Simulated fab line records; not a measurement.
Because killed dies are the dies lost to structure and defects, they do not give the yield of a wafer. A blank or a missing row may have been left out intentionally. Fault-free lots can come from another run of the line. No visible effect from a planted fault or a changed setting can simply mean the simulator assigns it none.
Comparing a struck lot with a sound one / flow sfqLine / 15 out of 325 route steps
Sound: the wafers L803.1, L803.2, L803.5. Struck: wafer L808.2. (L808.4, L808.6 of the same lot were not struck and are left out.) The cause comes at the end.
Each step with rows lists, per side, the tool, then ch with its chambers, then its first start. Under that, the readings that differ: sound wafers / struck wafers / difference of the means / sigmas: that difference in standard deviations of wafers without a fault.
alike: words and numbers the same on both sides, and readings whose means are apart by under 2 such deviations; not compared: readings that were withheld, readings missing a value for some wafer, numbers with overlapping values and no deviation given by the record, and bounds like >300 which may hide the same value.
The two part at a step that has a row with sigmas, a row that says differs or no value, or rows on one side only. Non-overlapping numbers with no deviation appear without sigmas and do not part them. Lack of a reading on every wafer of one side parts them only where that side has two or more wafers.

SFQ_TRILAYER_JJ_CE_BARC_OPEN_RIE_150: chemistry O2, target BARC, target depth 240 nm, time 80 s.
  sound on rieMetal-03 ch 0,1, day 55 10:44; struck on rieMetal-04 ch 1, day 60 13:02
  alike: drypumpMotorCurrentA, heBacksideLeakSccm, oesProductAu, rfFwdPowerW
  not compared: rfHoursCounterH
SFQ_TRILAYER_JJ_CE_ETCH_RIE_118: chemistry SF6, target Nb, stops on Al2O3, time 97.7 s, target depth 170 nm.
  sound on rieMetal-03 ch 0,1, day 55 10:49; struck on rieMetal-04 ch 1, day 60 13:07
  alike: drypumpMotorCurrentA, heBacksideLeakSccm, oesProductAu, rfFwdPowerW
  not compared: rfHoursCounterH
following that, these wafers have no rows for 1 step: SFQ_TRILAYER_JJ_ANODIZE_ANODIZE_119.
SFQ_TRILAYER_JJ_CE_STRIP_STRIP_120: strips in O2.
  sound on rieMetal-01 ch 0,1, day 55 11:26; struck on rieMetal-03 ch 1, day 60 13:46
  alike: drypumpMotorCurrentA, heBacksideLeakSccm, oesProductAu
  not compared: rfHoursCounterH
then, 7 steps without rows for these wafers: SFQ_TRILAYER_JJ_CE_STRIP_SOLV_CLEAN_121 (cleans in NMP, time 600 s); SFQ_TRILAYER_M5_LITHO_COAT_128 (resist thk 62 nm); SFQ_TRILAYER_M5_LITHO_COAT_123 (resist thk 600 nm); SFQ_TRILAYER_M5_LITHO_SOFTBAKE_127; SFQ_TRILAYER_M5_LITHO_EXPOSE_124 (exposes mask M5, target cd 700 nm); SFQ_TRILAYER_M5_LITHO_PEB_126 (peb time 60 s); SFQ_TRILAYER_M5_LITHO_DEVELOP_125 (time 60 s).
-- the record jumps here: 5 days lie between the struck wafers' starts before and after --
SFQ_M5_OVL_MEAS_932:
  sound on overlay-01 at day 60 00:59; struck on overlay-01 at day 65 13:07
  alike: M5_OVL
SFQ_TRILAYER_M5_BARC_OPEN_METAL_ETCH_161: etches BARC in O2, target depth 125 nm, time 41.7 s.
  sound on rieMetal-04 ch 0,1, day 60 01:02; struck on rieMetal-03 ch 0, day 65 13:09
reading=model.KrF_of_TRILAYER_M5_LITHO_COAT_123.thkNm (nm); sound=523.1 522.4 522.1; struck=531.1; difference=+8.6; sigmas=
  alike: drypumpMotorCurrentA, heBacksideLeakSccm, oesProductAu, rfFwdPowerW
  not compared: rfHoursCounterH
SFQ_TRILAYER_M5_ETCH_METAL_ETCH_126: etches Nb in Cl2/BCl3, stops on SiO2, time 203.2 s, target depth 265 nm.
  sound on rieMetal-04 ch 0,1, day 60 01:05; struck on rieMetal-03 ch 0, day 65 13:13
reading=model.KrF_of_TRILAYER_M5_LITHO_COAT_123.thkNm (nm); sound=373.4 372.5 371.6; struck=378.2; difference=+5.7; sigmas=
  alike: drypumpMotorCurrentA, heBacksideLeakSccm, oesProductAu, rfFwdPowerW
  not compared: rfHoursCounterH
SFQ_TRILAYER_M5_STRIP_STRIP_127: strips in O2.
  sound on rieMetal-04 ch 0,1, day 60 01:17; struck on rieMetal-03 ch 0, day 65 13:25
  alike: drypumpMotorCurrentA, heBacksideLeakSccm, oesProductAu
  not compared: rfHoursCounterH

WHERE THEY PART
Nowhere in this record.

WHY: what the simulator had put in
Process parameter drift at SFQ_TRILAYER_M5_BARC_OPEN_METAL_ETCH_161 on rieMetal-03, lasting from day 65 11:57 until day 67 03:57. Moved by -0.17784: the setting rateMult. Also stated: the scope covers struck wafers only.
